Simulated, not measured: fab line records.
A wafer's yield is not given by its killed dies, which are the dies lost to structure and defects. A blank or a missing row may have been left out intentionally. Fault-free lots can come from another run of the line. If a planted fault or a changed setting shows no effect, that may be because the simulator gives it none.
fab line records	flow sky130
[record] lots = 24	wafers = 72	last_day = 50
route steps=708 shown CAPM@539 VIA3@594 METAL4@633 VIA4@642
lots that met no fault: taken from a fault-free run of the same line
start_h: hours from the record's opening day to when the first of the lot's shown wafers began	wait_h: hours since the lot's step before	" unchanged from the row above	L1.1+2: a row that stands for several wafers	- value missing, or start not given	* or withheld: withheld	< > ~ a bound
route shown NAME@n: names a module that has steps shown in the file, with the first one's number in the route	usual: average and standard deviation across the fault-free wafers	same: alike in all rows	chamber/n: place in a boat	sites: each site's reading	_std_site: standard deviation across them	_edge_site: outer sites' mean less inner sites'	radius_mm: for every site, how far away it sits from the centre of the wafer	mask NAME#n: copy n	behind: the last tool/chamber to shape the wafer	hold: why the lot went on hold/how many hours it stayed there/how the hold came to an end	device: the n, p or np transistor that did not switch	end of line: the tests these same wafers got at the end of their route	where a step has no rows: the recipe by itself	killed: dies that structure and defects cost at the first sort, which is not the same as the wafer's yield	map: a wafer's dies, x killed, . not, _ none there
set.NAME: the setting that was run; set.NAME@STEP: the one run at that earlier step	model.NAME: the simulator's own value behind a step, which no gauge read
steps of the route over a sample of lots; a table a step, a row a wafer
services: the hour from which a tool's chamber was out of use, counted from the record's first day as start_h (under 0 if before that day), plus the number of hours and why
[[steps]]
[step SKY_CAPM_SPUTTER_02]
[recipe] material = TiN	target_thk_nm = 200	temp_c = 300	power_w = 6500	time_s = 166.7	chamber_pressure_pa = 0.4
[usual] cathode_dc_power_W = 6500.0/1.2	throttle_valve_pct = 30.0/0.93
lot.wafer	tool	chamber	start_h	wait_h	cathode_dc_power_W	throttle_valve_pct
L074.1	pvd_sputter-04	-	846.73	0.1	6499.0	29.3
L074.3	"	-	"	"	6500.7	30.3
L074.4	"	-	"	"	6498.9	29.4
L075.4	pvd_sputter-04	-	848.24	0.0	6497.5	29.4
L075.5	"	-	"	"	6497.4	29.4
L075.6	"	-	"	"	6502.1	29.7
L076.3	pvd_sputter-02	-	868.18	0.0	6501.0	29.9
L076.5	"	-	"	"	6501.9	28.7
L076.6	"	-	"	"	6499.2	31.1
L077.1	pvd_sputter-03	-	870.32	0.1	6500.5	31.1
L077.5	"	-	"	"	6497.7	31.2
L077.6	"	-	"	"	6500.6	29.6
L078.2	pvd_sputter-03	-	891.15	0.0	6502.0	29.8
L078.3	"	-	"	"	6499.6	31.2
L078.5	"	-	"	"	6498.6	29.6
L079.1	pvd_sputter-03	-	893.75	0.1	6498.6	29.6
L079.2	"	-	"	"	6501.3	31.3
L079.6	"	-	"	"	6499.2	31.6
L080.1	pvd_sputter-03	-	897.45	0.1	6500.6	29.7
L080.3	"	-	"	"	6499.9	31.0
L080.4	"	-	"	"	6501.6	29.8
L081.1	pvd_sputter-04	-	903.17	0.1	6500.0	30.2
L081.3	"	-	"	"	6498.1	29.5
L081.4	"	-	"	"	6502.1	29.5
L082.3	pvd_sputter-04	-	914.50	0.0	6500.8	29.5
L082.5	"	-	"	"	6498.1	30.4
L082.6	"	-	"	"	6500.8	28.8
L083.2	pvd_sputter-02	-	927.32	0.0	6499.7	30.2
L083.3	"	-	"	"	6500.2	28.3
L083.4	"	-	"	"	6502.5	29.8
L085.2	pvd_sputter-03	-	934.74	0.0	6499.5	29.9
L085.3	"	-	"	"	6500.1	31.5
L085.4	"	-	"	"	6500.6	31.4
L084.2	pvd_sputter-04	-	935.04	0.0	6498.5	29.5
L084.4	"	-	"	"	6500.2	29.6
L084.5	"	-	"	"	6500.1	29.8
L086.2	pvd_sputter-03	-	936.15	0.0	6498.9	31.4
L086.4	"	-	"	"	6498.7	31.1
L086.5	"	-	"	"	6500.6	29.7
L087.1	pvd_sputter-04	-	952.12	0.1	6500.0	30.1
L087.3	"	-	"	"	6499.9	28.9
L087.5	"	-	"	"	6500.6	28.7
L088.3	pvd_sputter-04	-	958.46	0.0	6500.2	30.6
L088.4	"	-	"	"	6502.1	30.3
L088.5	"	-	"	"	6499.4	29.3
L089.1	pvd_sputter-02	-	964.60	0.1	6502.2	29.9
L089.2	"	-	"	"	6498.4	28.5
L089.4	"	-	"	"	6498.6	31.3
L090.2	pvd_sputter-04	-	971.24	0.0	6501.0	30.3
L090.3	"	-	"	"	6498.5	29.8
L090.6	"	-	"	"	6497.6	30.3
L091.1	pvd_sputter-04	-	977.82	0.1	6499.7	29.7
L091.4	"	-	"	"	6499.0	30.3
L091.5	"	-	"	"	6502.1	29.4
L092.3	pvd_sputter-03	-	982.79	0.0	6501.5	31.4
L092.4	"	-	"	"	6501.1	31.3
L092.5	"	-	"	"	6500.3	29.7
L093.1	pvd_sputter-02	-	985.31	0.1	6501.6	30.0
L093.2	"	-	"	"	6499.6	31.2
L093.5	"	-	"	"	6500.6	31.3
L094.1	pvd_sputter-02	-	989.07	0.1	6500.3	31.4
L094.5	"	-	"	"	6498.5	31.3
L094.6	"	-	"	"	6499.7	28.5
L095.1	pvd_sputter-03	-	992.47	0.1	6501.5	31.6
L095.3	"	-	"	"	6501.7	29.6
L095.4	"	-	"	"	6501.6	29.6
L096.1	pvd_sputter-02	-	1005.31	0.1	6500.2	28.8
L096.2	"	-	"	"	6499.7	30.0
L096.5	"	-	"	"	6499.8	31.3
L097.2	pvd_sputter-04	-	1018.85	0.0	6498.0	30.1
L097.4	"	-	"	"	6501.3	29.5
L097.6	"	-	"	"	6500.4	29.3
[step SKY_CAPM_METAL_ETCH_13]
[recipe] target_depth_nm = 220	stop_on = SiO2	chemistry = Cl2/BCl3	target = TiN	pressure_mtorr = 10	icp_w = 900	bias_w = 48.5	Cl2_flow_sccm = 60	bcl3_flow_sccm = 30	time_s = 62.9
[usual] bcl3_flow_sccm = 30.00/0.09	drypump_motor_current_A = 6.1/0.53	he_backside_leak_sccm = 3.52/0.27	oes_product_au = 0.945/0.007	throttle_valve_pct = 21.898/0.0099
lot.wafer	tool	chamber	start_h	wait_h	bcl3_flow_sccm	drypump_motor_current_A	he_backside_leak_sccm	oes_product_au	rf_hours_counter_h	throttle_valve_pct
L074.1	rie_metal-02	0	873.25	0.0	29.97	5.0	3.52	0.943	2	21.909
L074.3	"	0	"	"	29.84	5.0	3.58	0.951	-	21.907
L074.4	"	1	"	"	30.16	6.6	3.62	0.951	-	21.913
L075.4	rie_metal-04	1	874.53	0.0	30.01	6.0	3.58	0.954	-	21.903
L075.5	"	1	"	"	29.81	6.0	3.35	0.944	-	21.898
L075.6	"	0	"	"	29.92	6.6	3.24	0.951	-	21.888
L076.3	rie_metal-02	1	893.85	0.0	29.86	6.6	3.39	0.936	-	21.882
L076.5	"	1	"	"	29.94	6.6	3.43	0.935	-	21.918
L076.6	"	0	"	"	29.92	5.0	3.49	0.940	-	21.885
L077.1	rie_metal-04	0	896.00	0.0	29.90	6.6	3.31	0.941	12	21.908
L077.5	"	0	"	"	30.08	6.6	3.17	0.962	-	21.880
L077.6	"	1	"	"	30.03	6.0	3.52	0.946	-	21.876
L078.2	rie_metal-03	1	916.52	0.0	29.99	6.3	3.65	0.950	13	21.904
L078.3	"	1	"	"	30.05	6.3	3.45	0.948	-	21.901
L078.5	"	1	"	"	29.98	6.2	3.30	0.956	-	21.888
L079.1	rie_metal-02	0	918.22	0.0	29.97	5.0	3.56	0.954	4	21.906
L079.2	"	1	"	"	30.07	6.6	3.49	0.938	7	21.892
L079.6	"	0	"	"	30.02	5.0	3.56	0.954	-	21.885
L080.1	rie_metal-03	1	922.17	0.0	30.05	6.2	3.61	0.949	13	21.900
L080.3	"	0	"	"	29.90	6.0	3.64	0.941	-	21.886
L080.4	"	1	"	"	29.99	6.2	3.64	0.944	-	21.907
L081.1	rie_metal-03	1	927.35	0.0	30.06	6.3	3.39	0.944	13	21.897
L081.3	"	0	"	"	30.01	6.0	3.37	0.951	-	21.894
L081.4	"	1	"	"	29.89	6.2	3.59	0.946	-	21.895
L082.3	rie_metal-02	1	938.88	0.0	30.00	6.6	3.50	0.951	-	21.910
L082.5	"	1	"	"	30.04	6.6	3.63	0.945	-	21.894
L082.6	"	0	"	"	30.01	5.0	3.55	0.946	-	21.909
L083.2	rie_metal-04	0	951.90	0.0	29.95	6.6	6.28	0.952	14	21.903
L083.3	"	1	"	"	29.84	6.0	3.51	0.942	-	21.886
L083.4	"	0	"	"	30.05	6.6	3.33	0.944	-	21.910
L085.2	rie_metal-02	1	959.32	0.0	30.19	6.6	3.30	0.942	9	21.891
L085.3	"	0	"	"	29.99	5.0	3.61	0.938	-	21.885
L085.4	"	1	"	"	30.06	6.6	3.60	0.951	-	21.889
L084.2	rie_metal-03	1	959.47	0.0	29.89	6.2	3.71	0.946	17	21.913
L084.4	"	0	"	"	30.02	6.0	3.62	0.946	-	21.896
L084.5	"	0	"	"	30.09	6.0	3.46	0.948	-	21.882
L086.2	rie_metal-04	0	960.42	0.0	29.88	6.6	3.62	0.948	15	21.897
L086.4	"	0	"	"	30.02	6.6	3.38	0.948	-	21.905
L086.5	"	0	"	"	30.02	6.6	3.62	0.938	-	21.910
L087.1	rie_metal-02	1	975.70	0.0	30.03	6.6	3.77	0.944	10	21.919
L087.3	"	1	"	"	30.06	6.6	3.67	0.953	-	21.900
L087.5	"	1	"	"	29.94	6.6	3.34	0.953	-	21.897
L088.3	rie_metal-04	0	981.95	0.0	30.22	6.6	3.60	0.948	-	21.889
L088.4	"	1	"	"	29.77	6.0	3.53	0.941	-	21.907
L088.5	"	0	"	"	30.19	6.6	3.61	0.944	-	21.893
L089.1	rie_metal-02	0	988.27	0.0	30.09	5.0	3.53	0.934	8	21.906
L089.2	"	1	"	"	30.07	6.6	3.38	0.938	11	21.902
L089.4	"	1	"	"	30.07	6.6	3.51	0.949	-	21.880
L090.2	rie_metal-03	0	995.05	0.0	29.96	6.0	3.43	0.947	2	21.887
L090.3	"	1	"	"	30.08	6.3	3.57	0.945	-	21.898
L090.6	"	0	"	"	29.94	6.0	3.43	0.951	-	21.887
L091.1	rie_metal-04	0	1000.87	0.0	29.87	6.6	3.36	0.943	17	21.907
L091.4	"	0	"	"	29.97	6.6	3.21	0.952	-	21.892
L091.5	"	1	"	"	29.89	6.0	3.47	0.943	-	21.908
L092.3	rie_metal-04	1	1006.39	0.0	30.15	6.0	3.51	0.942	-	21.898
L092.4	"	0	"	"	30.09	6.6	3.48	0.941	-	21.901
L092.5	"	0	"	"	29.93	6.6	3.46	0.938	-	21.908
L093.1	rie_metal-03	1	1007.77	0.0	30.17	6.2	3.41	0.943	19	21.900
L093.2	"	0	"	"	29.89	6.0	3.56	0.942	3	21.886
L093.5	"	1	"	"	30.09	6.2	3.50	0.950	-	21.898
L094.1	rie_metal-04	0	1012.07	0.0	29.89	6.6	3.70	0.944	17	21.890
L094.5	"	0	"	"	29.82	6.6	3.67	0.951	-	21.910
L094.6	"	1	"	"	29.97	6.0	3.41	0.931	-	21.893
L095.1	rie_metal-04	1	1015.47	0.0	29.95	6.0	3.47	0.947	10	21.897
L095.3	"	0	"	"	29.98	6.6	3.64	0.944	-	21.888
L095.4	"	1	"	"	30.00	6.0	3.62	0.945	-	21.897
L096.1	rie_metal-04	1	1028.27	0.0	30.10	6.0	3.51	0.931	11	21.921
L096.2	"	0	"	"	30.14	6.6	3.63	0.930	18	21.891
L096.5	"	1	"	"	30.06	6.0	3.71	0.931	-	21.911
L097.2	rie_metal-02	0	1040.82	0.0	29.97	5.0	3.64	0.954	11	21.889
L097.4	"	1	"	"	29.96	6.6	3.82	0.946	-	21.905
L097.6	"	0	"	"	30.00	4.9	3.50	0.949	-	21.914
[step SKY_VIA3_CVD_21]
[recipe] material = W	target_thk_nm = 390	time_s = 117.31	temp_c = 400	pressure_torr = 40
[usual] heater_power_w = 869/64
lot.wafer	tool	chamber	start_h	wait_h	heater_power_w
L074.1	cvd_w-02	0	926.85	0.0	846
L074.3	"	1	"	"	751
L074.4	"	0	"	"	814
L075.4	cvd_w-01	0	928.05	0.1	958
L075.5	"	0	"	"	929
L075.6	"	1	"	"	904
L076.3	cvd_w-02	1	946.13	0.1	757
L076.5	"	0	"	"	824
L076.6	"	1	"	"	783
L077.1	cvd_w-01	1	948.93	0.0	893
L077.5	"	1	"	"	884
L077.6	"	0	"	"	933
L078.2	cvd_w-02	1	968.38	0.0	752
L078.3	"	0	"	"	836
L078.5	"	1	"	"	755
L079.1	cvd_w-01	1	969.85	0.0	888
L079.2	"	0	"	"	958
L079.6	"	0	"	"	925
L080.1	cvd_w-01	0	974.05	0.0	966
L080.3	"	0	"	"	942
L080.4	"	1	"	"	883
L081.1	cvd_w-01	1	978.84	0.0	883
L081.3	"	1	"	"	893
L081.4	"	1	"	"	875
L082.3	cvd_w-02	1	989.05	0.1	757
L082.5	"	0	"	"	806
L082.6	"	1	"	"	785
L083.2	cvd_w-01	0	1002.68	0.0	932
L083.3	"	0	"	"	915
L083.4	"	1	"	"	887
L085.2	cvd_w-01	0	1008.97	0.0	954
L085.3	"	1	"	"	880
L085.4	"	0	"	"	950
L084.2	cvd_w-01	0	1010.19	0.0	954
L084.4	"	1	"	"	882
L084.5	"	0	"	"	937
L086.2	cvd_w-02	0	1010.35	0.0	825
L086.4	"	1	"	"	762
L086.5	"	1	"	"	774
L087.1	cvd_w-01	1	1025.10	0.0	896
L087.3	"	1	"	"	884
L087.5	"	1	"	"	909
L088.3	cvd_w-01	0	1031.44	0.1	925
L088.4	"	1	"	"	925
L088.5	"	0	"	"	944
L089.1	cvd_w-01	1	1037.14	0.0	886
L089.2	"	0	"	"	949
L089.4	"	0	"	"	955
L090.2	cvd_w-01	0	1043.17	0.0	950
L090.3	"	1	"	"	904
L090.6	"	0	"	"	943
L091.1	cvd_w-02	1	1049.35	0.0	781
L091.4	"	0	"	"	835
L091.5	"	0	"	"	842
L092.3	cvd_w-01	0	1054.27	0.1	973
L092.4	"	1	"	"	899
L092.5	"	0	"	"	943
L093.1	cvd_w-02	1	1057.11	0.0	777
L093.2	"	0	"	"	830
L093.5	"	1	"	"	773
L094.1	cvd_w-02	1	1059.82	0.0	801
L094.5	"	0	"	"	827
L094.6	"	1	"	"	805
L095.1	cvd_w-01	0	1062.80	0.0	932
L095.3	"	0	"	"	945
L095.4	"	1	"	"	888
L096.1	cvd_w-02	0	1074.50	0.0	844
L096.2	"	1	"	"	777
L096.5	"	0	"	"	831
L097.2	cvd_w-02	0	1086.41	0.0	839
L097.4	"	1	"	"	786
L097.6	"	0	"	"	823
[step SKY_VIA3_CMP_24]
[recipe] stop_on = SiO2	t_overpolish_s = 20	down_force_psi = 3.5	platen_rpm = 60	target_thk_nm = 0	pad_velocity_m_s = 0.94248
[usual] motor_current_A = 11.6/1.6	overpolish_run_s = 20.000/0.0089	time_to_endpoint_s = 96/4.8
lot.wafer	tool	chamber	start_h	wait_h	motor_current_A	overpolish_run_s	time_to_endpoint_s
L074.1	cmp-01	3	927.20	0.1	9.9	20.008	100
L074.3	"	0	"	"	14.3	20.005	89
L074.4	"	1	"	"	10.7	19.990	101
L075.4	cmp-01	2	928.46	0.2	11.4	19.999	100
L075.6	"	3	"	"	10.0	19.997	97
L075.5	"	0	"	"	13.8	20.014	90
L076.3	cmp-02	0	946.39	0.0	13.5	20.002	95
L076.6	"	0	"	"	13.7	19.992	95
L076.5	"	1	"	"	10.9	19.987	96
L077.1	cmp-01	1	949.28	0.1	11.4	20.003	104
L077.6	"	0	"	"	14.4	19.999	99
L077.5	"	1	"	"	10.9	19.984	104
L078.2	cmp-01	2	968.68	0.0	12.1	20.000	99
L078.3	"	3	"	"	10.3	20.009	106
L078.5	"	2	"	"	11.6	19.996	99
L079.2	cmp-01	2	970.15	0.0	11.3	20.002	99
L079.1	"	3	"	"	10.5	19.998	100
L079.6	"	2	"	"	11.8	19.992	95
L080.1	cmp-02	3	974.35	0.1	11.0	20.000	85
L080.4	"	0	"	"	13.5	19.991	90
L080.3	"	2	"	"	9.7	19.992	91
L081.1	cmp-01	2	979.26	0.1	11.3	19.994	92
L081.4	"	3	"	"	10.1	20.001	93
L081.3	"	1	"	"	11.0	20.003	95
L082.3	cmp-02	1	989.41	0.1	11.5	19.994	91
L082.6	"	3	"	"	10.8	20.002	91
L082.5	"	0	"	"	13.8	20.015	99
L083.4	cmp-01	1	1002.99	0.0	11.2	20.005	104
L083.2	"	2	"	"	11.4	20.018	96
L083.3	"	3	"	"	9.6	19.991	101
L085.4	cmp-02	0	1009.27	0.0	14.2	20.006	95
L085.2	"	1	"	"	11.8	20.009	93
L085.3	"	3	"	"	10.7	20.005	90
L084.2	cmp-01	1	1010.60	0.1	11.1	20.004	103
L084.4	"	2	"	"	11.4	19.982	96
L084.5	"	3	"	"	10.9	20.012	102
L086.4	cmp-02	1	1010.84	0.2	11.0	19.992	93
L086.2	"	3	"	"	10.5	20.004	90
L086.5	"	0	"	"	13.5	19.999	95
L087.1	cmp-01	0	1025.40	0.1	13.9	20.019	94
L087.3	"	3	"	"	10.2	19.994	103
L087.5	"	1	"	"	10.5	19.992	105
L088.4	cmp-02	2	1031.75	0.1	9.7	19.979	91
L088.3	"	0	"	"	13.7	20.013	86
L088.5	"	1	"	"	10.9	19.995	90
L089.1	cmp-02	2	1037.44	0.1	10.0	19.985	96
L089.2	"	3	"	"	11.1	20.006	88
L089.4	"	0	"	"	13.7	19.995	93
L090.3	cmp-02	1	1043.59	0.2	11.9	19.985	89
L090.2	"	3	"	"	11.0	19.995	85
L090.6	"	1	"	"	12.2	20.015	93
L091.1	cmp-01	0	1049.65	0.1	14.0	20.004	93
L091.4	"	1	"	"	11.2	19.990	101
L091.5	"	1	"	"	11.6	20.007	107
L092.3	cmp-02	1	1054.63	0.1	11.1	20.000	95
L092.4	"	2	"	"	9.9	20.015	101
L092.5	"	3	"	"	11.0	19.988	94
L093.2	cmp-02	0	1057.41	0.0	14.1	20.011	99
L093.1	"	3	"	"	11.0	19.989	95
L093.5	"	0	"	"	14.1	19.978	96
L094.1	cmp-02	3	1060.39	0.3	10.5	20.007	93
L094.6	"	0	"	"	13.7	19.990	94
L094.5	"	1	"	"	11.4	20.019	96
L095.3	cmp-02	0	1063.24	0.2	13.3	20.003	96
L095.4	"	2	"	"	9.4	20.023	99
L095.1	"	3	"	"	11.3	20.009	92
L096.1	cmp-01	3	1074.80	0.1	10.5	19.996	104
L096.2	"	1	"	"	11.3	20.006	104
L096.5	"	3	"	"	10.0	19.998	104
L097.4	cmp-02	1	1086.71	0.0	11.4	20.010	94
L097.2	"	3	"	"	11.2	19.996	95
L097.6	"	2	"	"	9.7	20.010	96
[step SKY_METAL4_ETCH_17]
[recipe] target = SiO2	stop_on = TiN	chemistry = C4F8/O2/Ar	source_w = 1500	bias_w = 1200	pressure_mtorr = 40	c4f8_flow_sccm = withheld	O2_flow_sccm = 6	Ar_flow_sccm = 300	time_s = 3.9	target_depth_a = 150
[usual] oes_product_au = 0.755/0.0071
lot.wafer	tool	chamber	start_h	wait_h	oes_product_au
L074.1	rie_diel-03	3	977.42	0.1	0.756
L074.3	"	1	"	"	0.754
L074.4	"	0	"	"	0.761
L075.4	rie_diel-01	3	977.90	0.1	0.760
L075.5	"	0	"	"	0.763
L075.6	"	1	"	"	0.746
L076.3	rie_diel-01	3	995.47	0.0	0.758
L076.5	"	1	"	"	0.757
L076.6	"	0	"	"	0.764
L077.1	rie_diel-02	1	998.02	0.1	0.744
L077.5	"	0	"	"	0.765
L077.6	"	1	"	"	0.753
L078.2	rie_diel-01	2	1016.72	0.1	0.739
L078.3	"	3	"	"	0.757
L078.5	"	1	"	"	0.760
L079.1	rie_diel-01	2	1017.97	0.1	0.751
L079.2	"	1	"	"	0.744
L079.6	"	0	"	"	0.760
L080.1	rie_diel-02	2	1021.97	0.1	0.759
L080.3	"	1	"	"	0.744
L080.4	"	0	"	"	0.757
L081.1	rie_diel-02	2	1026.97	0.1	0.752
L081.3	"	0	"	"	0.761
L081.4	"	1	"	"	0.763
L082.3	rie_diel-01	3	1036.10	0.0	0.759
L082.5	"	2	"	"	0.759
L082.6	"	3	"	"	0.764
L083.2	rie_diel-02	0	1050.40	0.1	0.757
L083.3	"	1	"	"	0.742
L083.4	"	3	"	"	0.764
L085.2	rie_diel-03	3	1055.67	0.1	0.748
L085.3	"	2	"	"	0.746
L085.4	"	1	"	"	0.752
L084.2	rie_diel-03	2	1056.55	0.1	0.749
L084.4	"	0	"	"	0.766
L084.5	"	3	"	"	0.760
L086.2	rie_diel-02	0	1056.90	0.1	0.748
L086.4	"	1	"	"	0.756
L086.5	"	3	"	"	0.766
L087.1	rie_diel-03	0	1069.57	0.1	0.766
L087.3	"	2	"	"	0.759
L087.5	"	2	"	"	0.764
L088.3	rie_diel-03	2	1075.70	0.0	0.759
L088.4	"	0	"	"	0.770
L088.5	"	2	"	"	0.758
L089.1	rie_diel-03	0	1081.42	0.1	0.748
L089.2	"	3	"	"	0.765
L089.4	"	1	"	"	0.756
L090.2	rie_diel-01	1	1087.87	0.1	0.752
L090.3	"	0	"	"	0.752
L090.6	"	0	"	"	0.745
L091.1	rie_diel-02	2	1092.77	0.1	0.749
L091.4	"	1	"	"	0.750
L091.5	"	1	"	"	0.764
L092.3	rie_diel-03	0	1098.02	0.0	0.746
L092.4	"	0	"	"	0.748
L092.5	"	1	"	"	0.761
L093.1	rie_diel-03	0	1100.27	0.1	0.757
L093.2	"	2	"	"	0.755
L093.5	"	0	"	"	0.762
L094.1	rie_diel-03	3	1102.55	0.1	0.754
L094.5	"	1	"	"	0.760
L094.6	"	2	"	"	0.755
L095.1	rie_diel-03	1	1105.55	0.1	0.749
L095.3	"	0	"	"	0.758
L095.4	"	1	"	"	0.758
L096.1	rie_diel-03	0	1116.47	0.1	0.764
L096.2	"	2	"	"	0.757
L096.5	"	1	"	"	0.763
L097.2	rie_diel-01	2	1127.87	0.1	0.757
L097.4	"	1	"	"	0.751
L097.6	"	0	"	"	0.739
[step SKY_VIA4_BOW_MEAS_03]
[recipe] mode = bow
[usual] VIA4_BOW = 81/8.9
lot.wafer	tool	chamber	start_h	wait_h	VIA4_BOW[um]
L074.1	film_metro-02	-	978.75	0.2	104
L074.3	"	-	"	"	86
L074.4	"	-	"	"	83
L075.4	film_metro-01	-	979.33	0.3	83
L075.5	"	-	"	"	98
L075.6	"	-	"	"	95
L076.3	film_metro-04	-	996.96	0.2	79
L076.5	"	-	"	"	88
L076.6	"	-	"	"	81
L077.1	film_metro-04	-	999.41	0.2	77
L077.5	"	-	"	"	73
L077.6	"	-	"	"	72
L078.2	film_metro-02	-	1018.14	0.2	73
L078.3	"	-	"	"	73
L078.5	"	-	"	"	78
L079.1	film_metro-02	-	1019.35	0.1	88
L079.2	"	-	"	"	80
L079.6	"	-	"	"	88
L080.1	film_metro-02	-	1023.40	0.2	90
L080.3	"	-	"	"	89
L080.4	"	-	"	"	86
L081.1	film_metro-02	-	1028.41	0.1	78
L081.3	"	-	"	"	89
L081.4	"	-	"	"	60
L082.3	film_metro-01	-	1037.66	0.3	87
L082.5	"	-	"	"	80
L082.6	"	-	"	"	90
L083.2	film_metro-02	-	1051.75	0.2	93
L083.3	"	-	"	"	92
L083.4	"	-	"	"	76
L085.2	film_metro-01	-	1057.03	0.2	88
L085.3	"	-	"	"	84
L085.4	"	-	"	"	82
L084.2	film_metro-02	-	1058.09	0.1	84
L084.4	"	-	"	"	78
L084.5	"	-	"	"	82
L086.2	film_metro-04	-	1058.39	0.1	90
L086.4	"	-	"	"	84
L086.5	"	-	"	"	79
L087.1	film_metro-01	-	1070.91	0.1	96
L087.3	"	-	"	"	98
L087.5	"	-	"	"	101
L088.3	film_metro-04	-	1077.13	0.2	75
L088.4	"	-	"	"	76
L088.5	"	-	"	"	81
L089.1	film_metro-01	-	1082.81	0.2	88
L089.2	"	-	"	"	81
L089.4	"	-	"	"	89
L090.2	film_metro-04	-	1089.23	0.2	79
L090.3	"	-	"	"	80
L090.6	"	-	"	"	84
L091.1	film_metro-01	-	1094.11	0.2	85
L091.4	"	-	"	"	93
L091.5	"	-	"	"	100
L092.3	film_metro-02	-	1099.68	0.3	83
L092.4	"	-	"	"	76
L092.5	"	-	"	"	62
L093.1	film_metro-02	-	1101.63	0.1	75
L093.2	"	-	"	"	77
L093.5	"	-	"	"	79
L094.1	film_metro-04	-	1104.27	0.2	75
L094.5	"	-	"	"	76
L094.6	"	-	"	"	75
L095.1	film_metro-02	-	1107.27	0.2	97
L095.3	"	-	"	"	82
L095.4	"	-	"	"	76
L096.1	film_metro-02	-	1117.80	0.1	68
L096.2	"	-	"	"	69
L096.5	"	-	"	"	72
L097.2	film_metro-01	-	1129.29	0.2	73
L097.4	"	-	"	"	66
L097.6	"	-	"	"	72
[[services]]
tool	chamber	start_h	hours	kind
cmp-02	-	853.30	2.8	repair
cmp-01	-	889.77	0.7	repair
cmp-02	-	913.61	4.0	pm
cmp-02	-	918.68	20.2	repair
rie_diel-03	0	920.66	7.9	repair
cmp-02	-	928.05	4.3	repair
cmp-02	-	952.83	0.2	repair
cmp-02	-	975.12	0.9	repair
rie_diel-03	-	976.87	0.4	repair
cmp-02	-	994.59	3.7	pm
rie_diel-03	0	1008.62	8.3	repair
rie_diel-03	-	1025.66	1.1	repair
cmp-02	-	1028.52	1.4	repair
cmp-01	-	1041.41	3.4	repair
cmp-01	-	1043.22	1.2	repair
cmp-01	-	1044.86	3.5	pm
cvd_w-01	0	1051.17	1.4	repair
cmp-01	-	1060.70	0.6	repair
cmp-01	-	1060.89	2.9	repair
cvd_w-01	-	1071.84	28.1	pm
rie_diel-03	3	1089.16	11.9	repair
cmp-01	-	1102.94	4.0	pm
rie_diel-03	2	1103.82	12.5	repair
rie_diel-03	3	1105.37	24.4	repair
[[key]]
fault none
